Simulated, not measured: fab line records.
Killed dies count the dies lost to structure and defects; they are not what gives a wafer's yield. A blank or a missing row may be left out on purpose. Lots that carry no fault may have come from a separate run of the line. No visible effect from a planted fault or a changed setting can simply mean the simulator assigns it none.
Matching of chambers | flow gf180mcu | 4 sister chambers for GF_V2_ETCH_16 on rie diel-02
The step etches BARC in N2/H2. 27 wafers are shown with their chamber, then 12 later ones without.

## WAFERS PAIRED WITH THEIR CHAMBERS
wafer  | chamber | oes product au (a.u.) | throttle valve pct (%)
L074.3 | 2       | 0.862                 | 13.229
L074.4 | 3       | 0.854                 | 13.212
L074.6 | 0       | 0.860                 | 13.225
L076.1 | 2       | 0.851                 | 13.230
L076.3 | 0       | 0.862                 | 13.223
L076.4 | 3       | 0.852                 | 13.227
L079.3 | 3       | 0.856                 | 13.235
L079.5 | 0       | 0.858                 | 13.224
L079.6 | 2       | 0.861                 | 13.237
L084.4 | 3       | 0.860                 | 13.218
L084.5 | 1       | 0.850                 | 13.223
L084.6 | 2       | 0.850                 | 13.230
L087.2 | 3       | 0.852                 | 13.226
L087.3 | 0       | 0.870                 | 13.220
L087.6 | 0       | 0.862                 | 13.226
L088.3 | 3       | 0.850                 | 13.225
L088.4 | 2       | 0.853                 | 13.222
L088.6 | 3       | 0.851                 | 13.212
L089.2 | 2       | 0.848                 | 13.231
L089.5 | 3       | 0.856                 | 13.249
L089.6 | 0       | 0.857                 | 13.233
L091.4 | 3       | 0.854                 | 13.238
L091.5 | 3       | 0.851                 | 13.240
L091.6 | 0       | 0.852                 | 13.236
L092.1 | 3       | 0.854                 | 13.225
L092.2 | 1       | 0.864                 | 13.214
L092.5 | 1       | 0.852                 | 13.235

SIGNATURES (averages over the wafers above)
reading            | chamber 0 | chamber 1 | chamber 2 | chamber 3 | scatter within a chamber
oes product au     | 0.86014   | 0.85533   | 0.85417   | 0.85364   | 0.00493
throttle valve pct | 13.22671  | 13.22400  | 13.22983  | 13.22791  | 0.00909
Rule: a wafer lies at a distance from a chamber equal to the root of the sum of squares, over the readings, of (its reading less the chamber's mean, divided by the reading's scatter). The wafer belongs to the nearest chamber; if the next one is less than 2 further off, it can't be placed. The scatter is the square root of a quotient: the sum, over the shown wafers, of each reading's squared deviation from its chamber's mean, divided by wafers minus chambers.

## WAFERS WITH NO CHAMBER GIVEN
wafer  | oes product au (a.u.) | throttle valve pct (%)
L093.3 | 0.855                 | 13.217
L093.4 | 0.851                 | 13.202
L093.6 | 0.856                 | 13.233
L095.2 | 0.855                 | 13.218
L095.3 | 0.846                 | 13.222
L095.4 | 0.856                 | 13.219
L096.2 | 0.858                 | 13.220
L096.3 | 0.854                 | 13.221
L096.4 | 0.853                 | 13.228
L097.1 | 0.863                 | 13.228
L097.2 | 0.863                 | 13.218
L097.6 | 0.852                 | 13.225

## WHICH CHAMBER EACH ONE RAN IN
wafer  | from the rows above               | in truth
L093.3 | can't be placed: 1 or 3 or 2 or 0 | 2
L093.4 | can't be placed: 1 or 3 or 2 or 0 | 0
L093.6 | can't be placed: 2 or 3 or 1 or 0 | 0
L095.2 | can't be placed: 1 or 3 or 2 or 0 | 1
L095.3 | can't be placed: 3 or 2 or 1 or 0 | 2
L095.4 | can't be placed: 1 or 3 or 0 or 2 | 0
L096.2 | can't be placed: 1 or 0 or 3 or 2 | 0
L096.3 | can't be placed: 1 or 3 or 2 or 0 | 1
L096.4 | can't be placed: 3 or 2 or 1 or 0 | 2
L097.1 | can't be placed: 0 or 1 or 2 or 3 | 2
L097.2 | can't be placed: 0 or 1 or 3 or 2 | 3
L097.6 | can't be placed: 3 or 1 or 2 or 0 | 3
0 of 12 placed correctly. Not placeable from these rows: 12 (in 12, the candidates include the true chamber). Wrongly placed: 0.
